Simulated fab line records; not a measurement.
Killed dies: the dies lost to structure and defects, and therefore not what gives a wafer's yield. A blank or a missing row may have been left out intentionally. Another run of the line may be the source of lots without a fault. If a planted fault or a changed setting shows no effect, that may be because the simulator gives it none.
Matching of chambers / flow sky130 / SKY_VIA4_ETCH_12 on rie diel-04: 4 sister chambers
The step etches SiO2 in C4F8/O2/Ar, stops on TiN, target depth 580 nm. 18 wafers are shown with their chamber, then 9 later ones without.

== EACH WAFER AND ITS CHAMBER ==
wafer=L074.1; chamber=3; oes product au (a.u.)=0.932
wafer=L074.2; chamber=1; oes product au (a.u.)=0.931
wafer=L074.3; chamber=2; oes product au (a.u.)=0.928
wafer=L074.4; chamber=0; oes product au (a.u.)=0.929
wafer=L074.5; chamber=2; oes product au (a.u.)=0.932
wafer=L074.6; chamber=3; oes product au (a.u.)=0.921
wafer=L075.2; chamber=2; oes product au (a.u.)=0.932
wafer=L075.5; chamber=3; oes product au (a.u.)=0.932
wafer=L075.6; chamber=2; oes product au (a.u.)=0.927
wafer=L076.1; chamber=1; oes product au (a.u.)=0.926
wafer=L076.2; chamber=2; oes product au (a.u.)=0.923
wafer=L076.3; chamber=3; oes product au (a.u.)=0.928
wafer=L076.4; chamber=0; oes product au (a.u.)=0.924
wafer=L076.5; chamber=1; oes product au (a.u.)=0.926
wafer=L076.6; chamber=0; oes product au (a.u.)=0.933
wafer=L080.1; chamber=3; oes product au (a.u.)=0.922
wafer=L080.2; chamber=0; oes product au (a.u.)=0.925
wafer=L080.3; chamber=2; oes product au (a.u.)=0.931

SIGNATURES (averages over the wafers above)
reading=oes product au; chamber 0=0.92775; chamber 1=0.92767; chamber 2=0.92883; chamber 3=0.92700; scatter within a chamber=0.00416
Rule: a wafer's distance from a chamber is the root of the sum, over the readings, of the square of ((its reading less the chamber's mean) divided by the reading's scatter). The wafer belongs to the nearest chamber; if the next one is less than 2 further off, it can't be placed. The scatter: take each reading less its chamber's mean, square it, sum over the shown wafers, divide by the number of wafers less the number of chambers, and take the root.

== WAFERS WHOSE CHAMBER IS MISSING ==
wafer=L083.3; oes product au (a.u.)=0.923
wafer=L083.5; oes product au (a.u.)=0.924
wafer=L083.6; oes product au (a.u.)=0.923
wafer=L084.1; oes product au (a.u.)=0.929
wafer=L084.2; oes product au (a.u.)=0.925
wafer=L084.3; oes product au (a.u.)=0.926
wafer=L087.1; oes product au (a.u.)=0.934
wafer=L087.3; oes product au (a.u.)=0.921
wafer=L087.6; oes product au (a.u.)=0.922

== WHICH CHAMBER EACH WENT THROUGH ==
wafer=L083.3; from the rows above=can't be placed: 3 or 1 or 0 or 2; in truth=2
wafer=L083.5; from the rows above=can't be placed: 3 or 1 or 0 or 2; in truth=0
wafer=L083.6; from the rows above=can't be placed: 3 or 1 or 0 or 2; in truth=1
wafer=L084.1; from the rows above=can't be placed: 2 or 0 or 1 or 3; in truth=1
wafer=L084.2; from the rows above=can't be placed: 3 or 1 or 0 or 2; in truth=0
wafer=L084.3; from the rows above=can't be placed: 3 or 1 or 0 or 2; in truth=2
wafer=L087.1; from the rows above=can't be placed: 2 or 0 or 1 or 3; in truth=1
wafer=L087.3; from the rows above=can't be placed: 3 or 1 or 0 or 2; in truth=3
wafer=L087.6; from the rows above=can't be placed: 3 or 1 or 0 or 2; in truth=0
0 of 9 placed correctly. Not placeable from these rows: 9 (in 9, the candidates include the true chamber). Number placed wrongly: 0.
